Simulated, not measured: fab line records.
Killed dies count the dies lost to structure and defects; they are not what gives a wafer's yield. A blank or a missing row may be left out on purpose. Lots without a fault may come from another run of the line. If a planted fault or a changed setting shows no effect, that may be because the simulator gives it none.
Comparing a struck lot with a sound one -- flow sky130 -- 30 steps out of a route of 708
Sound: wafers L726.1, L726.2, L726.3. Wafers struck: L734.1, L734.3, L734.5. Last of all comes the cause.
Order at every step that has rows: each side's tool, ch and its chambers, its first start. Under that, the readings that differ: sound wafers -- struck wafers -- difference of the means -- sigmas: that difference in standard deviations of wafers without a fault.
alike: a reading whose means differ by less than 2 such deviations, as well as words and numbers matching on both sides. not compared: withheld readings; readings where some wafer has no value; bounds like >300 that might hide an equal value; numbers whose values overlap and for which the record gives no deviation.
The two part at a step that has a row with sigmas, a row that says differs or no value, or rows on one side only. When numbers do not overlap yet have no deviation, they are printed without sigmas and do not part them. A reading that every wafer of one side lacks parts them only if that side has two wafers or more.

SKY_PWDE_STRIP_09: strips in O2/N2.
  sound on plasma-asher-03 ch 0,1, day 7 04:23; struck on plasma-asher-03 ch 1, day 9 02:25
  alike: drypump-motor-current-A, oes-product-au, strip-time-to-endpoint-s
  not compared: rf-hours-counter-h
SKY_PWDE_TW_MEAS_10:
  struck on film-metro-03, day 9 02:31; sound on film-metro-02, day 7 04:29
  alike: PWDE_TW
then, 7 steps without rows for these wafers: SKY_NWELL_DEHYDRATE_03 (time 60 s); SKY_NWELL_HMDS_04 (prime time 60 s); SKY_NWELL_COAT_05 (resist thk 3000 nm); SKY_NWELL_SOFTBAKE_06; SKY_NWELL_EXPOSE_07 (exposes mask NWM, target cd 840 nm); SKY_NWELL_PEB_08; SKY_NWELL_DEVELOP_09 (develop time 60 s).
SKY_NWELL_OVL_MEAS_10:
  struck on overlay-02, day 10 00:29; sound on overlay-01, day 8 00:38
  alike: NWELL_00_OVL
then, 2 steps without rows for these wafers: SKY_NWELL_IMPLANT_11; SKY_NWELL_IMPLANT_12.
SKY_NWELL_IMPLANT_13:
  sound on implanter-04 ch 0, day 8 00:58; struck on implanter-04 ch 0, day 10 00:49
reading,sound,struck,difference,sigmas
dose-ions-cm2,6.998e+11 7.007e+11 7.007e+11,6.92e+10 6.94e+10 6.88e+10,-6.31e+11,-99 or more
faraday-current-uA,4.00 3.87 3.93,0.39 0.40 0.40,-3.54,-46
SKY_NWELL_STRIP_14: strips in O2/N2.
  sound on plasma-asher-02 ch 0,1, day 8 01:07; struck on plasma-asher-02 ch 1, day 10 00:58
  alike: drypump-motor-current-A, oes-product-au, strip-time-to-endpoint-s
  not compared: rf-hours-counter-h
SKY_NWELL_TW_MEAS_15:
  struck on film-metro-01, day 10 01:04; sound on film-metro-03, day 8 01:13
reading,sound,struck,difference,sigmas
NWELL_TW,1776 1786 1771,1825 1821 1823,+45,+3
then, 7 steps without rows for these wafers: SKY_NWELL_DEHYDRATE_16 (time 60 s); SKY_NWELL_HMDS_17 (prime time 60 s); SKY_NWELL_COAT_18 (resist thk 3000 nm); SKY_NWELL_SOFTBAKE_19; SKY_NWELL_EXPOSE_20 (exposes mask NWM COMPLEMENT, target cd 840 nm); SKY_NWELL_PEB_21; SKY_NWELL_DEVELOP_22 (develop time 60 s).
SKY_NWELL_OVL_MEAS_23:
  struck on overlay-02, day 10 23:16; sound on overlay-02, day 8 21:56
  alike: NWELL_01_OVL
following that, these wafers have no rows for 1 step: SKY_NWELL_IMPLANT_24.
SKY_NWELL_STRIP_25: strips in O2/N2.
  sound on plasma-asher-04 ch 0,1, day 8 22:07; struck on plasma-asher-02 ch 0,1, day 10 23:26
  alike: drypump-motor-current-A, oes-product-au, strip-time-to-endpoint-s
  not compared: rf-hours-counter-h
SKY_NWELL_TW_MEAS_26:
  struck on film-metro-03, day 10 23:32; sound on film-metro-02, day 8 22:13
reading,sound,struck,difference,sigmas
NWELL_2_TW,498 496 499,489 487 490,-9,-3
then, 1 step without rows for these wafers: SKY_NWELL_CLEAN_27 (cleans in SC1/SC2, time 150 s).
SKY_NWELL_RTA_28: time 30 s.
  sound on rtp-anneal-01 ch 0, day 8 22:20; struck on rtp-anneal-01 ch 0, day 10 23:39
  alike: lamp-power-pct, wafer_temp_C_max
SKY_NWELL_RS_MEAS_29: measures by four-point-probe.
  struck on film-metro-01, day 10 23:45; sound on film-metro-03, day 8 22:26
reading,sound,struck,difference,sigmas
NWELL_RS (ohm/sq),626.6 625.3 627.6,646.9 647.6 646.8,+20.6,+14
-- the record jumps here: 40 days lie between the struck wafers' starts before and after (it left off in module NWELL and takes up again in module PAD_OPEN, whose first step shown is number 708 of the route) --
SKY_PAD_OPEN_PROBE_99:
  struck on prober-01, day 50 17:41; sound on prober-01, day 49 06:41
reading,sound,struck,difference,sigmas
model.etest.nfet_16v.r-on-ohm-um,1.419e+04 1.426e+04 1.442e+04,1.498e+04 1.498e+04 1.495e+04,+6.800e+02,
model.etest.pfet_16v.r-on-ohm-um,1.49e+04 1.529e+04 1.515e+04,1.457e+04 1.478e+04 1.476e+04,-4.100e+02,
model.etest.pfet-g5v0d10v5.r-on-ohm-um,4636 4662 4700,4292 4286 4245,-392,
model.etest.tip-p.rs-ohm-sq,6716 6762 6774,6632 6624 6650,-115,
model.etest.tip_p_5v.rs-ohm-sq,2850 2834 2823,2739 2740 2740,-96,
model.etest.pfet-g5v0d10v5.drive-ua-um,351.3 348.5 344.4,380.3 377.6 385.1,+32.9,
model.etest.pfet_01v8_lvt.drive-ua-um,181.3 177.7 177,203.9 200.7 202.8,+23.8,
  alike: killed_at_M0_to_M3, killed_at_M4_up, killed-at-contacts, killed-at-front-end, killed-at-other, killed-dies, killed-on-rim, killed-open, killed-short
  not compared: model.etest.pfet_01v8.r-on-ohm-um

WHERE THEY PART
Last at SKY_NWELL_RS_MEAS_29 as far as this record goes, first at SKY_NWELL_IMPLANT_13. Later steps at which nothing parts them and some readings are alike: SKY_PAD_OPEN_PROBE_99.

WHY: what had been put in by the simulator
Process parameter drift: implanter-04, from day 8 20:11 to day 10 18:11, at SKY_NWELL_IMPLANT_13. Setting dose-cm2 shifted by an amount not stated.
